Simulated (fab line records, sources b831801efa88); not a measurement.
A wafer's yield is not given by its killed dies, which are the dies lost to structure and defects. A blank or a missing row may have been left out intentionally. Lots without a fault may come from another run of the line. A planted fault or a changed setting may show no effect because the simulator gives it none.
The tool behind it: which one? / flow sky130 / 11 lots with 33 wafers sampled at 3 steps, on a route of 708 steps

## WHAT EACH GAUGE READ, for each wafer
SKY_NWELL_OVL_MEAS_23.
lot=L101; measured=day 5 11:07; on=overlay-01; NWELL_01_OVL (nm)=1.7 -0.4 1.5
lot=L102; measured=day 5 16:52; on=overlay-02; NWELL_01_OVL (nm)=0.5 1.4 0.9
lot=L103; measured=day 5 19:04; on=overlay-02; NWELL_01_OVL (nm)=1.1 1.9 1.9
lot=L109; measured=day 7 04:40; on=overlay-01; NWELL_01_OVL (nm)=204.6 205.5 204.3
lot=L112; measured=day 7 21:58; on=overlay-02; NWELL_01_OVL (nm)=205.6 206.3 205.5
lot=L113; measured=day 8 05:12; on=overlay-02; NWELL_01_OVL (nm)=0.4 0.0 0.9
lot=L115; measured=day 8 21:10; on=overlay-01; NWELL_01_OVL (nm)=0.4 -0.3 -1.3
lot=L117; measured=day 9 10:55; on=overlay-01; NWELL_01_OVL (nm)=0.0 0.4 1.4
lot=L119; measured=day 10 00:33; on=overlay-02; NWELL_01_OVL (nm)=0.9 2.5 -0.6
lot=L121; measured=day 10 12:22; on=overlay-01; NWELL_01_OVL (nm)=-0.4 1.3 1.8
lot=L124; measured=day 11 02:12; on=overlay-01; NWELL_01_OVL (nm)=1.3 -1.2 0.0

## TOOL THAT RAN EACH LOT (tool first, then ch and the chambers of the sampled wafers, then the start)
lot=L101; SKY_DNWELL_STRIP_08=plasma-asher-02 ch 0,1, day 3 07:42; SKY_NWELL_EXPOSE_20=iline-stepper-02 ch 0, day 5 02:28
lot=L102; SKY_DNWELL_STRIP_08=plasma-asher-04 ch 0,1, day 3 12:36; SKY_NWELL_EXPOSE_20=iline-stepper-02 ch 0, day 5 08:11
lot=L103; SKY_DNWELL_STRIP_08=plasma-asher-04 ch 0,1, day 3 16:19; SKY_NWELL_EXPOSE_20=iline-stepper-02 ch 0, day 5 10:13
lot=L109; SKY_DNWELL_STRIP_08=plasma-asher-02 ch 0,1, day 4 21:19; SKY_NWELL_EXPOSE_20=iline-stepper-02 ch 0, day 6 19:34
lot=L112; SKY_DNWELL_STRIP_08=plasma-asher-02 ch 0,1, day 5 13:33; SKY_NWELL_EXPOSE_20=iline-stepper-02 ch 0, day 7 12:29
lot=L113; SKY_DNWELL_STRIP_08=plasma-asher-01 ch 0,1, day 5 18:54; SKY_NWELL_EXPOSE_20=iline-stepper-01 ch 0, day 7 19:23
lot=L115; SKY_DNWELL_STRIP_08=plasma-asher-02 ch 0,1, day 6 08:38; SKY_NWELL_EXPOSE_20=iline-stepper-01 ch 0, day 8 10:50
lot=L117; SKY_DNWELL_STRIP_08=plasma-asher-04 ch 0,1, day 6 19:54; SKY_NWELL_EXPOSE_20=iline-stepper-01 ch 0, day 8 23:33
lot=L119; SKY_DNWELL_STRIP_08=plasma-asher-01 ch 0,1, day 7 08:04; SKY_NWELL_EXPOSE_20=iline-stepper-01 ch 0, day 9 13:37
lot=L121; SKY_DNWELL_STRIP_08=plasma-asher-02 ch 0,1, day 7 18:15; SKY_NWELL_EXPOSE_20=iline-stepper-01 ch 0, day 10 00:26
lot=L124; SKY_DNWELL_STRIP_08=plasma-asher-01 ch 0,1, day 8 07:48; SKY_NWELL_EXPOSE_20=iline-stepper-01 ch 0, day 10 15:31
- SKY_DNWELL_STRIP_08: strips in O2/N2.
- SKY_NWELL_EXPOSE_20: exposes mask NWM COMPLEMENT, target cd 840 nm.

## THE ANSWER, worked out from the rows above alone
Rule: the usual values come from the lots themselves. The widest of any qualifying gaps counts: lots, ordered by their means at a reading, are off when they make up no more than a third of the lots, leave a main group of 4 or more, and stand apart from it by 3 or more times the standard deviation of that group's means. The tables above print the reading to a certain number of digits; a main group whose means all agree to those digits is not used. Also off: a lot with no number at a reading for which 4 or more lots have one. Any other lot the step has rows for is counted as sound.
Off: L109, L112, seen at SKY_NWELL_OVL_MEAS_23 (NWELL_01_OVL). Main group: mean 0.7 nm, sd 0.56.
If a tool, at a process step before that reading, ran all the lots that are off and no sound lot after the first of them, it fits. Gauges at SKY_NWELL_OVL_MEAS_23: tried the same way as those tools. One fits: iline-stepper-02 at SKY_NWELL_EXPOSE_20. A fault onset in the window from L103 (day 5 10:13, its last sound lot) to L109 (day 6 19:34, its first lot off) fits.

## WHAT WAS PUT IN BY THE SIMULATOR
Scanner matching overlay: iline-stepper-02, from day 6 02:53 on, at SKY_NWELL_EXPOSE_20. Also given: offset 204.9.
Struck lots among those shown: L109, L112. The rule given above showed the same thing.
